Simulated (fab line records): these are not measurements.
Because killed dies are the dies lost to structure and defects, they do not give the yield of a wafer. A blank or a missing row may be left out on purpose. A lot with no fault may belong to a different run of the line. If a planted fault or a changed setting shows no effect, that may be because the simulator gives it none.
A lot that was struck, set against a sound lot    flow sky130    43 steps out of a route of 708
Sound: the wafers L466.1, L466.2, L466.5. Struck: wafer L473.4 (left out: L473.2, L473.6 of the same lot, which were not struck); the cause appears at the end.
For every step that has rows: the tool of each side, followed by ch and its chambers, followed by its first start. Under that, the readings that differ: sound wafers    struck wafers    difference of the means    sigmas: that difference in standard deviations of wafers without a fault.
alike: a reading whose means differ by less than 2 such deviations, as well as words and numbers matching on both sides. not compared: withheld readings; readings where some wafer has no value; bounds like >300 that might hide an equal value; numbers whose values overlap and for which the record gives no deviation.
A row with sigmas, a row that says differs or no value, or rows on one side alone: a step with any of these is where the two part. Numbers that have no deviation but don't overlap get no sigmas and don't part them. A reading that every wafer of one side lacks parts them only if that side has two wafers or more.

first, 1 step without rows for these wafers: SKY_LDD_HVN_IMPLANT_08.
SKY_LDD_HVN_STRIP_09: strips in O2/N2.
  sound on plasma-asher-03 ch 0,1, day 21 10:37; struck on plasma-asher-03 ch 0, day 23 09:29
reading                       sound              struck  difference  sigmas
strip-time-to-endpoint-s (s)  4.113 4.112 4.125  4.150   +0.033      +2
  alike: drypump-motor-current-A, oes-product-au
  not compared: rf-hours-counter-h
SKY_LDD_HVN_TW_MEAS_10:
  sound: film-metro-03 at day 21 10:43; struck: film-metro-03 at day 23 09:35
  alike: LDD_HVN_TW
then, 7 steps without rows for these wafers: SKY_LDD_HVP_DEHYDRATE_00 (time 60 s); SKY_LDD_HVP_HMDS_01 (prime time 60 s); SKY_LDD_HVP_COAT_02 (resist thk 300 nm); SKY_LDD_HVP_SOFTBAKE_03 (time 60 s); SKY_LDD_HVP_EXPOSE_04 (exposes mask HVPTM, target cd 700 nm); SKY_LDD_HVP_PEB_05; SKY_LDD_HVP_DEVELOP_06 (develop time 60 s).
SKY_LDD_HVP_OVL_MEAS_07:
  sound: overlay-02 at day 22 17:37; struck: overlay-02 at day 24 14:58
  alike: LDD_HVP_OVL
following that, these wafers have no rows for 1 step: SKY_LDD_HVP_IMPLANT_08.
SKY_LDD_HVP_STRIP_09: strips in O2/N2.
  sound on plasma-asher-02 ch 0,1, day 22 17:49; struck on plasma-asher-01 ch 0, day 24 15:09
  alike: drypump-motor-current-A, oes-product-au, strip-time-to-endpoint-s
  not compared: rf-hours-counter-h
SKY_LDD_HVP_TW_MEAS_10:
  sound: film-metro-04 at day 22 17:55; struck: film-metro-01 at day 24 15:16
reading     sound        struck  difference  sigmas
LDD_HVP_TW  461 460 464  451     -11         -2
then, 7 steps without rows for these wafers: SKY_LDD_LDN_DEHYDRATE_00 (time 60 s); SKY_LDD_LDN_HMDS_01 (prime time 60 s); SKY_LDD_LDN_COAT_02 (resist thk 1140 nm); SKY_LDD_LDN_SOFTBAKE_03 (time 60 s); SKY_LDD_LDN_EXPOSE_04 (exposes mask LDNTM, target cd 700 nm); SKY_LDD_LDN_PEB_05; SKY_LDD_LDN_DEVELOP_06 (develop time 60 s).
SKY_LDD_LDN_OVL_MEAS_07:
  sound: overlay-02 at day 23 23:24; struck: overlay-01 at day 25 19:49
reading           sound           struck  difference  sigmas
LDD_LDN_OVL (nm)  -1.3 -0.9 -0.1  2.4     +3.2        +2
then, 4 steps without rows for these wafers: SKY_LDD_LDN_IMPLANT_08; SKY_LDD_LDN_IMPLANT_09; SKY_LDD_LDN_IMPLANT_10; SKY_LDD_LDN_IMPLANT_11.
SKY_LDD_LDN_STRIP_12: strips in O2/N2.
  sound on plasma-asher-02 ch 0,1, day 24 00:02; struck on plasma-asher-02 ch 1, day 25 20:26
  alike: drypump-motor-current-A, oes-product-au, strip-time-to-endpoint-s
  not compared: rf-hours-counter-h
SKY_LDD_LDN_TW_MEAS_13:
  sound: film-metro-03 at day 24 00:08; struck: film-metro-03 at day 25 20:33
  alike: LDD_LDN_TW
then, 2 steps without rows for these wafers: SKY_LDD_LDN_CLEAN_14 (cleans in SC1/SC2, time 150 s); SKY_SPACER_CVD_00 (deposits Si3N4 from DCS/NH3, target thk 43.1 nm, time 740 s).
SKY_SPACER_THK_MEAS_01:
  sound: film-metro-01 at day 24 01:27; struck: film-metro-01 at day 25 23:08
  alike: SPACER_CVD_00_THK
SKY_SPACER_ETCHBACK_02: etches Si3N4 in CH3F/O2, stops on SiO2, time 46.7 s, target depth 45 nm.
  sound on rie-diel-04 ch 0,3, day 24 01:31; struck on rie-diel-04 ch 1, day 25 23:11
  alike: drypump-motor-current-A, oes-product-au, throttle-valve-pct
  not compared: rf-hours-counter-h
then, 8 steps without rows for these wafers: SKY_POLY_CUT_DEHYDRATE_00 (time 60 s); SKY_POLY_CUT_HMDS_01 (prime time 60 s); SKY_POLY_CUT_COAT_02 (resist thk 60 nm); SKY_POLY_CUT_COAT_03 (resist thk 450 nm); SKY_POLY_CUT_SOFTBAKE_04 (time 90 s); SKY_POLY_CUT_EXPOSE_05 (exposes mask NPCM, target cd 270 nm); SKY_POLY_CUT_PEB_06; SKY_POLY_CUT_DEVELOP_07 (develop time 60 s).
SKY_POLY_CUT_CD_MEAS_08: the cd target is 270 nm.
  sound: cd-sem-01 at day 25 07:18; struck: cd-sem-01 at day 27 04:11
reading     sound              struck  difference  sigmas
cd-nm (nm)  268.4 267.5 269.0  271.5   +3.2        +2
SKY_POLY_CUT_OVL_MEAS_09:
  sound: overlay-02 at day 25 07:25; struck: overlay-02 at day 27 04:17
  alike: POLY_CUT_OVL
-- record jumps: 21 days separate the struck wafers' starts on either side; left off in module POLY_CUT, taken up again in module PAD_OPEN, whose first shown step is the route's number 708 --
SKY_PAD_OPEN_PROBE_99:
  record: rows for the struck wafers here (prober-01, day 47 23:10), none for the sound ones

WHERE THEY PART
Earliest at SKY_LDD_HVN_STRIP_09; latest, in this record, at SKY_PAD_OPEN_PROBE_99.

WHY: what had been put in by the simulator
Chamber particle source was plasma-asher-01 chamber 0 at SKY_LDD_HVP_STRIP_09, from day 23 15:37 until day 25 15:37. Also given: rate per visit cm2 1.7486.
